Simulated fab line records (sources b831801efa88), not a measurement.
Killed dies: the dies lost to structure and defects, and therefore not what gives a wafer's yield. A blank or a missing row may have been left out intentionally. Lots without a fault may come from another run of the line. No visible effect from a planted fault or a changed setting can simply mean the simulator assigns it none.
Which of the tools did it? || flow gf180mcu || Sampling: 14 lots, 42 wafers, 4 of 602 route steps

WHAT THE GAUGES SHOWED, per wafer
GF_HV_LDD_THK_MEAS_57.
{"lot": "L278", "measured": "day 12 15:34", "on": "film_metro-04", "HV_LDD_CVD_56_THK (nm)": "89.1 88.7 89.5"}
{"lot": "L279", "measured": "day 12 23:11", "on": "film_metro-03", "HV_LDD_CVD_56_THK (nm)": "89.8 90.2 90.2"}
{"lot": "L281", "measured": "day 13 12:22", "on": "film_metro-04", "HV_LDD_CVD_56_THK (nm)": "89.1 89.3 89.3"}
{"lot": "L283", "measured": "day 14 04:01", "on": "film_metro-04", "HV_LDD_CVD_56_THK (nm)": "89.6 89.6 89.1"}
{"lot": "L285", "measured": "day 14 22:34", "on": "film_metro-01", "HV_LDD_CVD_56_THK (nm)": "90.9 91.3 89.9"}
{"lot": "L287", "measured": "day 15 14:04", "on": "film_metro-04", "HV_LDD_CVD_56_THK (nm)": "90.3 90.4 91.1"}
{"lot": "L291", "measured": "day 16 19:02", "on": "film_metro-04", "HV_LDD_CVD_56_THK (nm)": "90.8 90.7 90.5"}
{"lot": "L292", "measured": "day 17 04:56", "on": "film_metro-04", "HV_LDD_CVD_56_THK (nm)": "89.8 90.8 90.1"}
{"lot": "L293", "measured": "day 18 02:49", "on": "film_metro-04", "HV_LDD_CVD_56_THK (nm)": "88.9 88.4 89.2"}
{"lot": "L295", "measured": "day 18 18:51", "on": "film_metro-01", "HV_LDD_CVD_56_THK (nm)": "89.9 89.9 90.9"}
{"lot": "L296", "measured": "day 18 19:17", "on": "film_metro-04", "HV_LDD_CVD_56_THK (nm)": "90.3 90.3 89.5"}
{"lot": "L297", "measured": "day 19 12:52", "on": "film_metro-03", "HV_LDD_CVD_56_THK (nm)": "90.6 90.3 89.6"}
{"lot": "L299", "measured": "day 20 00:19", "on": "film_metro-01", "HV_LDD_CVD_56_THK (nm)": "89.3 89.4 89.8"}
{"lot": "L301", "measured": "day 20 17:49", "on": "film_metro-01", "HV_LDD_CVD_56_THK (nm)": "90.5 90.3 89.9"}

GF_PSD_CD_MEAS_07: the cd target is 400 nm.
{"lot": "L278", "measured": "day 14 07:43", "on": "cd_sem-01", "cd_nm (nm)": "400.5 402.3 401.9"}
{"lot": "L279", "measured": "day 14 15:25", "on": "cd_sem-01", "cd_nm (nm)": "398.7 399.1 399.3"}
{"lot": "L281", "measured": "day 15 04:58", "on": "cd_sem-01", "cd_nm (nm)": "396.5 398.2 398.9"}
{"lot": "L283", "measured": "day 15 21:05", "on": "cd_sem-01", "cd_nm (nm)": "399.6 400.4 398.0"}
{"lot": "L285", "measured": "day 16 17:52", "on": "cd_sem-01", "cd_nm (nm)": "401.7 401.7 403.4"}
{"lot": "L287", "measured": "day 17 09:10", "on": "cd_sem-01", "cd_nm (nm)": "397.4 399.0 397.2"}
{"lot": "L291", "measured": "day 18 15:43", "on": "cd_sem-02", "cd_nm (nm)": "398.4 399.2 398.0"}
{"lot": "L292", "measured": "day 19 02:41", "on": "cd_sem-01", "cd_nm (nm)": "401.1 400.0 400.7"}
{"lot": "L293", "measured": "day 20 03:23", "on": "cd_sem-02", "cd_nm (nm)": "400.1 400.5 401.0"}
{"lot": "L295", "measured": "day 20 19:43", "on": "cd_sem-01", "cd_nm (nm)": "400.4 400.4 401.2"}
{"lot": "L296", "measured": "day 20 20:29", "on": "cd_sem-02", "cd_nm (nm)": "402.1 402.3 399.0"}
{"lot": "L297", "measured": "day 21 13:12", "on": "cd_sem-02", "cd_nm (nm)": "398.0 396.6 396.8"}
{"lot": "L299", "measured": "day 22 00:45", "on": "cd_sem-01", "cd_nm (nm)": "405.1 402.3 404.0"}
{"lot": "L301", "measured": "day 22 16:18", "on": "cd_sem-02", "cd_nm (nm)": "402.0 406.5 400.6"}

GF_SALICIDE_RS_MEAS_04: the measuring method here is four-point-probe.
{"lot": "L278", "measured": "day 15 05:20", "on": "film_metro-01", "SALICIDE_TIN_RS (ohm/sq)": "16.69 16.93 16.69"}
{"lot": "L279", "measured": "day 15 13:02", "on": "film_metro-02", "SALICIDE_TIN_RS (ohm/sq)": "16.01 15.81 16.02"}
{"lot": "L281", "measured": "day 16 03:23", "on": "film_metro-02", "SALICIDE_TIN_RS (ohm/sq)": "16.26 16.11 16.54"}
{"lot": "L283", "measured": "day 16 20:17", "on": "film_metro-02", "SALICIDE_TIN_RS (ohm/sq)": "16.81 16.71 16.65"}
{"lot": "L285", "measured": "day 17 16:48", "on": "film_metro-02", "SALICIDE_TIN_RS (ohm/sq)": "16.02 16.09 16.01"}
{"lot": "L287", "measured": "day 18 08:59", "on": "film_metro-04", "SALICIDE_TIN_RS (ohm/sq)": "16.34 16.36 16.59"}
{"lot": "L291", "measured": "day 19 17:09", "on": "film_metro-02", "SALICIDE_TIN_RS (ohm/sq)": "17.65 17.57 16.23"}
{"lot": "L292", "measured": "day 20 04:01", "on": "film_metro-02", "SALICIDE_TIN_RS (ohm/sq)": "18.08 16.12 17.91"}
{"lot": "L293", "measured": "day 21 04:34", "on": "film_metro-04", "SALICIDE_TIN_RS (ohm/sq)": "16.84 16.54 16.83"}
{"lot": "L295", "measured": "day 21 20:32", "on": "film_metro-02", "SALICIDE_TIN_RS (ohm/sq)": "15.98 16.21 16.38"}
{"lot": "L296", "measured": "day 21 21:57", "on": "film_metro-02", "SALICIDE_TIN_RS (ohm/sq)": "15.80 16.33 16.11"}
{"lot": "L297", "measured": "day 22 14:01", "on": "film_metro-02", "SALICIDE_TIN_RS (ohm/sq)": "16.45 16.34 16.47"}
{"lot": "L299", "measured": "day 23 01:20", "on": "film_metro-02", "SALICIDE_TIN_RS (ohm/sq)": "16.63 16.22 16.00"}
{"lot": "L301", "measured": "day 23 15:40", "on": "film_metro-04", "SALICIDE_TIN_RS (ohm/sq)": "16.24 16.30 16.51"}

WHAT TOOL EACH LOT RAN ON (gives the tool, then ch and the chambers of the sampled wafers, and finally the start)
{"lot": "L278", "GF_SALICIDE_SPUTTER_02": "pvd_sputter-02, day 15 05:17"}
{"lot": "L279", "GF_SALICIDE_SPUTTER_02": "pvd_sputter-03, day 15 12:56"}
{"lot": "L281", "GF_SALICIDE_SPUTTER_02": "pvd_sputter-02, day 16 03:20"}
{"lot": "L283", "GF_SALICIDE_SPUTTER_02": "pvd_sputter-02, day 16 20:14"}
{"lot": "L285", "GF_SALICIDE_SPUTTER_02": "pvd_sputter-04, day 17 16:45"}
{"lot": "L287", "GF_SALICIDE_SPUTTER_02": "pvd_sputter-04, day 18 08:53"}
{"lot": "L291", "GF_SALICIDE_SPUTTER_02": "pvd_sputter-02, day 19 17:05"}
{"lot": "L292", "GF_SALICIDE_SPUTTER_02": "pvd_sputter-02, day 20 03:58"}
{"lot": "L293", "GF_SALICIDE_SPUTTER_02": "pvd_sputter-04, day 21 04:26"}
{"lot": "L295", "GF_SALICIDE_SPUTTER_02": "pvd_sputter-03, day 21 20:29"}
{"lot": "L296", "GF_SALICIDE_SPUTTER_02": "pvd_sputter-03, day 21 21:54"}
{"lot": "L297", "GF_SALICIDE_SPUTTER_02": "pvd_sputter-03, day 22 13:56"}
{"lot": "L299", "GF_SALICIDE_SPUTTER_02": "pvd_sputter-03, day 23 01:17"}
{"lot": "L301", "GF_SALICIDE_SPUTTER_02": "pvd_sputter-04, day 23 15:35"}
- GF_SALICIDE_SPUTTER_02: material Co, target thk 10 nm, time 20 s.

WHAT THE TOOLS THEMSELVES READ (means of the sampled wafers that have a number; where no wafer has one, the mark that the record gives instead)
GF_SALICIDE_SPUTTER_02.
{"lot": "L278", "tool": "pvd_sputter-02", "throttle_valve_pct (%)": 30.8}
{"lot": "L279", "tool": "pvd_sputter-03", "throttle_valve_pct (%)": 30.2}
{"lot": "L281", "tool": "pvd_sputter-02", "throttle_valve_pct (%)": 29.0}
{"lot": "L283", "tool": "pvd_sputter-02", "throttle_valve_pct (%)": 31.2}
{"lot": "L285", "tool": "pvd_sputter-04", "throttle_valve_pct (%)": 30.7}
{"lot": "L287", "tool": "pvd_sputter-04", "throttle_valve_pct (%)": 29.8}
{"lot": "L291", "tool": "pvd_sputter-02", "throttle_valve_pct (%)": 29.1}
{"lot": "L292", "tool": "pvd_sputter-02", "throttle_valve_pct (%)": 28.0}
{"lot": "L293", "tool": "pvd_sputter-04", "throttle_valve_pct (%)": 30.6}
{"lot": "L295", "tool": "pvd_sputter-03", "throttle_valve_pct (%)": 30.3}
{"lot": "L296", "tool": "pvd_sputter-03", "throttle_valve_pct (%)": 29.6}
{"lot": "L297", "tool": "pvd_sputter-03", "throttle_valve_pct (%)": 29.6}
{"lot": "L299", "tool": "pvd_sputter-03", "throttle_valve_pct (%)": 29.6}
{"lot": "L301", "tool": "pvd_sputter-04", "throttle_valve_pct (%)": 30.2}

THE ANSWER, worked out from the rows above alone
Rule: what is usual is taken from the lots themselves. The widest of any qualifying gaps counts: lots, ordered by their means at a reading, are off when they make up no more than a third of the lots, leave a main group of 4 or more, and stand apart from it by 3 or more times the standard deviation of that group's means. A main group is skipped when, at the precision printed for the reading in the tables above, its means are all equal. Also off: a lot with no number at a reading for which 4 or more lots have one. All remaining lots with rows at the step are treated as sound. After the gauges, taken in route order, come the tools' own readings; for these a lot's mean is taken, as printed above. The first step at which some lot is off is used, and at that step the reading that is off furthest; a lot without a number counts as furthest.
Nothing can be told from this: no lot is off at any reading shown.

WHAT THE SIMULATOR HAD PUT IN
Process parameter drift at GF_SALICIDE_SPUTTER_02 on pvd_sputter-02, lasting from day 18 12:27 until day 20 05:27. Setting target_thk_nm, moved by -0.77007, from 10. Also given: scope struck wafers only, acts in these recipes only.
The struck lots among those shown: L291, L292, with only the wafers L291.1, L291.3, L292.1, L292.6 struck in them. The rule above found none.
